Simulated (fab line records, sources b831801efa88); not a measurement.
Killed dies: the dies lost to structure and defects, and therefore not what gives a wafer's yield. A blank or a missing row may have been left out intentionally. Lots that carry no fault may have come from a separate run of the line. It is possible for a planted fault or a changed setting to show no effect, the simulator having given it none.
A struck lot beside a sound one || flow sky130 || 18 steps out of a route of 708
Sound: the wafers L858.2, L858.3, L858.6. Wafers struck: L869.3, L869.5, L869.6. At the end, the cause is stated.
At each step with rows: each side's tool, then ch and its chambers, then its first start. Under that, the readings that differ: sound wafers || struck wafers || difference of the means || sigmas: that difference in standard deviations of wafers without a fault.
alike: words and numbers the same on both sides, and readings whose means are apart by under 2 such deviations; not compared: readings that were withheld, readings missing a value for some wafer, numbers with overlapping values and no deviation given by the record, and bounds like >300 which may hide the same value.
The two part at a step that has a row with sigmas, a row that says differs or no value, or rows on one side only. When numbers do not overlap yet have no deviation, they are printed without sigmas and do not part them. Lack of a reading on every wafer of one side parts them only where that side has two or more wafers.

first, 5 steps without rows for these wafers: SKY_SD_N_COAT_02 (resist thk 1140 nm); SKY_SD_N_SOFTBAKE_03 (time 60 s); SKY_SD_N_EXPOSE_04 (exposes mask NSDM, target cd 380 nm); SKY_SD_N_PEB_05; SKY_SD_N_DEVELOP_06 (develop time 60 s).
SKY_SD_N_CD_MEAS_07: the cd target is 380 nm.
  sound on cdSem-02 at day 30 02:47; struck on cdSem-01 at day 33 17:42
  alike: cdNm
SKY_SD_N_OVL_MEAS_08:
  sound on overlay-02 at day 30 02:53; struck on overlay-02 at day 33 17:47
  alike: SD_N_OVL
then, 2 steps without rows for these wafers: SKY_SD_N_IMPLANT_09; SKY_SD_N_IMPLANT_10.
SKY_SD_N_STRIP_11: strips in O2/N2.
  sound on plasmaAsher-02 ch 1, day 30 03:13; struck on plasmaAsher-02 ch 0,1, day 33 18:09
  alike: drypumpMotorCurrentA, oesProductAu, stripTimeToEndpointS
  not compared: rfHoursCounterH
SKY_SD_N_TW_MEAS_12:
  sound on filmMetro-03 at day 30 03:20; struck on filmMetro-02 at day 33 18:14
  alike: SD_N_TW
then, 1 step without rows for these wafers: SKY_SD_N_CLEAN_13 (cleans in SC1/SC2, time 150 s).
SKY_SD_N_RTA_14: time 2 s.
  sound on rtpAnneal-02 ch 0, day 30 03:26; struck on rtpAnneal-01 ch 0, day 33 18:20
{"reading": "lampPowerPct (%)", "sound": "15.71 15.71 15.70", "struck": "14.33 14.33 14.22", "difference": -1.41, "sigmas": -28}
  alike: wafer_temp_C_max
SKY_SD_N_RS_MEAS_16: uses a four-point probe to measure.
  sound on filmMetro-01 at day 30 03:37; struck on filmMetro-02 at day 33 18:32
{"reading": "SD_N_RS (ohm/sq)", "sound": "68.69 68.74 68.64", "struck": "74.89 74.72 74.74", "difference": "+6.09", "sigmas": "+61"}
SKY_SD_N_RS_MEAS_17: uses a four-point probe to measure.
  sound on filmMetro-01 at day 30 03:44; struck on filmMetro-02 at day 33 18:40
{"reading": "SD_P_RS (ohm/sq)", "sound": "147.2 147.3 147.5", "struck": "185.9 185.5 185.9", "difference": "+38.4", "sigmas": "+99 or more"}
SKY_SD_N_RS_MEAS_18: uses a four-point probe to measure.
  sound on filmMetro-01 at day 30 03:52; struck on filmMetro-02 at day 33 18:47
  alike: RES_XHIGH_RS
then, 1 step without rows for these wafers: SKY_SALICIDE_CLEAN_00 (cleans in HF-last, time 30 s).
-- the record jumps here: 17 days lie between the struck wafers' starts before and after (it left off in module SALICIDE and takes up again in module PAD_OPEN, whose first step shown is number 708 of the route) --
SKY_PAD_OPEN_PROBE_99:
  sound on prober-01 at day 48 00:35; struck on prober-01 at day 50 08:50
{"reading": "killed_at_M4_up", "sound": "4 4 6", "struck": "1 2 1", "difference": -3, "sigmas": -2}
{"reading": "model.etest.resXhighPo.lineOhmUm", "sound": "5780 5708 5849", "struck": "8760 8630 8779", "difference": "+2944", "sigmas": ""}
{"reading": "model.etest.resXhighPo.rsOhmSq", "sound": "2034 1991 2064", "struck": "3079 2963 3090", "difference": "+1014", "sigmas": ""}
{"reading": "model.etest.tipP.rsOhmSq", "sound": "6768 6742 6789", "struck": "7309 7352 7328", "difference": "+563", "sigmas": ""}
{"reading": "model.etest.pfet_01v8.rOnOhmUm", "sound": "2855 2929 2898", "struck": "3465 3325 3457", "difference": "+522", "sigmas": ""}
{"reading": "model.etest.resPdiff.lineOhmUm", "sound": "1364 1381 1345", "struck": "1766 1768 1748", "difference": "+397", "sigmas": ""}
{"reading": "model.etest.resHighPo.lineOhmUm", "sound": "762.1 737.5 766.4", "struck": "1086 1070 1091", "difference": "+327", "sigmas": ""}
{"reading": "model.etest.liconHighPo.rcOhm", "sound": "349.4 355.7 366.1", "struck": "650.9 625.8 635.7", "difference": "+280.4", "sigmas": ""}
{"reading": "model.etest.pfetG5v0d10v5.rOnOhmUm", "sound": "4758 4814 4760", "struck": "5015 4903 4935", "difference": "+174", "sigmas": ""}
  alike: killed_at_M0_to_M3, killedAtContacts, killedAtFrontEnd, killedAtOther, killedDies, killedOnRim, killedOpen, killedShort

WHERE THEY PART
Last at SKY_PAD_OPEN_PROBE_99 as far as this record goes, first at SKY_SD_N_RTA_14.

WHY: whatever the simulator had introduced
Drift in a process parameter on rtpAnneal-01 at SKY_SD_N_RTA_14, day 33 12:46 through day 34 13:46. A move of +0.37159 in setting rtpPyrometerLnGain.
